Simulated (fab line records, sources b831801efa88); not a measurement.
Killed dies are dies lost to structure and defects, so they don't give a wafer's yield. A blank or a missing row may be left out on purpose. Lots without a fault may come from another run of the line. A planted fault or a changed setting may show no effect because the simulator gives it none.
Which tool did it? | flow sky130 | 13 lots, 39 wafers sampled, at 3 steps of a route of 708

WHAT THE GAUGES READ, wafer by wafer
SKY_METAL4_OVL_MEAS_14. Usual: METAL4_OVL 3 nm, standard deviation 6.2.
lot  | measured     | on         | METAL4_OVL (nm) | flag
L311 | day 42 07:47 | overlay-02 | -6 -5 6         |
L312 | day 42 08:53 | overlay-02 | 4 10 8          |
L313 | day 42 20:18 | overlay-02 | 9 6 3           |
L314 | day 43 06:24 | overlay-02 | 5 -3 4          |
L315 | day 43 14:39 | overlay-01 | 9 -1 1          |
L321 | day 44 14:31 | overlay-02 | 7 9 9           |
L324 | day 45 02:37 | overlay-02 | 2 11 0          |
L325 | day 45 10:26 | overlay-01 | 9 -1 1          |
L326 | day 45 16:01 | overlay-02 | -4 -5 -1        |
L327 | day 45 21:41 | overlay-02 | -8 8 -1         |
L330 | day 46 16:29 | overlay-01 | -3 -5 -4        |
L332 | day 47 08:36 | overlay-02 | 8 9 4           |
L334 | day 47 14:29 | overlay-01 | 5 -5 0          |

SKY_VIA4_BOW_MEAS_03. Usual: VIA4_BOW 82 um, standard deviation 8.3.
lot  | measured     | on            | VIA4_BOW (um) | flag
L311 | day 42 09:20 | film_metro-03 | 93 82 79      |
L312 | day 42 10:26 | film_metro-03 | 84 78 77      |
L313 | day 42 21:50 | film_metro-01 | 89 104 94     |
L314 | day 43 07:55 | film_metro-03 | 64 76 79      |
L315 | day 43 16:09 | film_metro-03 | 87 79 84      |
L321 | day 44 16:34 | film_metro-02 | 86 84 82      |
L324 | day 45 04:14 | film_metro-03 | 83 84 84      |
L325 | day 45 11:56 | film_metro-02 | 76 62 79      |
L326 | day 45 17:32 | film_metro-03 | 85 83 82      |
L327 | day 45 23:12 | film_metro-01 | 78 87 88      |
L330 | day 46 18:07 | film_metro-02 | 86 94 89      |
L332 | day 47 10:06 | film_metro-03 | 79 83 72      |
L334 | day 47 16:49 | film_metro-01 | 74 78 70      |

WHICH TOOL RAN EACH LOT (tool, then ch and the chambers of the sampled wafers, then the start)
lot  | SKY_LOCAL_INTERCONNECT_SPUTTER_00
L311 | pvd_sputter-03, day 29 21:41
L312 | pvd_sputter-03, day 30 00:41
L313 | pvd_sputter-03, day 30 11:30
L314 | pvd_sputter-04, day 30 23:46
L315 | pvd_sputter-01, day 31 13:48
L321 | pvd_sputter-03, day 32 18:49
L324 | pvd_sputter-01, day 33 09:05
L325 | pvd_sputter-01, day 33 18:04
L326 | pvd_sputter-04, day 33 23:17
L327 | pvd_sputter-01, day 34 08:39
L330 | pvd_sputter-01, day 35 04:49
L332 | pvd_sputter-03, day 36 00:45
L334 | pvd_sputter-03, day 36 09:01
- SKY_LOCAL_INTERCONNECT_SPUTTER_00: material TiN, target thk 100 nm, time 83.3 s.

WHAT THE TOOLS THEMSELVES READ (means of the sampled wafers that have a number; where no wafer has one, the mark that the record gives instead)
SKY_LOCAL_INTERCONNECT_SPUTTER_00. Usual: susceptor_temp_C 300.01 C, standard deviation 0.21; throttle_valve_pct 29.6 %, standard deviation 0.84.
lot  | tool           | susceptor_temp_C (C) | throttle_valve_pct (%) | flag
L311 | pvd_sputter-03 | 300.09               | 29.5                   |
L312 | pvd_sputter-03 | 300.03               | 29.9                   |
L313 | pvd_sputter-03 | 299.93               | 30.3                   |
L314 | pvd_sputter-04 | 299.99               | 30.3                   |
L315 | pvd_sputter-01 | 300.10               | 30.2                   |
L321 | pvd_sputter-03 | 299.87               | 29.5                   |
L324 | pvd_sputter-01 | 300.20               | 29.9                   |
L325 | pvd_sputter-01 | 300.10               | 29.8                   |
L326 | pvd_sputter-04 | 300.06               | 29.8                   |
L327 | pvd_sputter-01 | 299.95               | 29.3                   |
L330 | pvd_sputter-01 | 300.05               | 29.5                   |
L332 | pvd_sputter-03 | 300.01               | 30.0                   |
L334 | pvd_sputter-03 | 299.91               | 30.0                   |

THE ANSWER, worked out from the rows above alone
Rule: a lot is off if the mean of its wafers that have a number lies more than 3 standard deviations from the usual mean. A lot without any number at a reading at which 4 lots or more have one is off too. The other lots that the step has rows for count as sound. The gauges are gone through in route order, then the tools' own readings, and for those a lot's mean is taken as printed above. The first step at which some lot is off is used, and at that step the reading that is off furthest; a lot without a number counts as furthest.
No lot is off at any reading shown: from this, nothing can be told.

WHAT THE SIMULATOR HAD PUT IN
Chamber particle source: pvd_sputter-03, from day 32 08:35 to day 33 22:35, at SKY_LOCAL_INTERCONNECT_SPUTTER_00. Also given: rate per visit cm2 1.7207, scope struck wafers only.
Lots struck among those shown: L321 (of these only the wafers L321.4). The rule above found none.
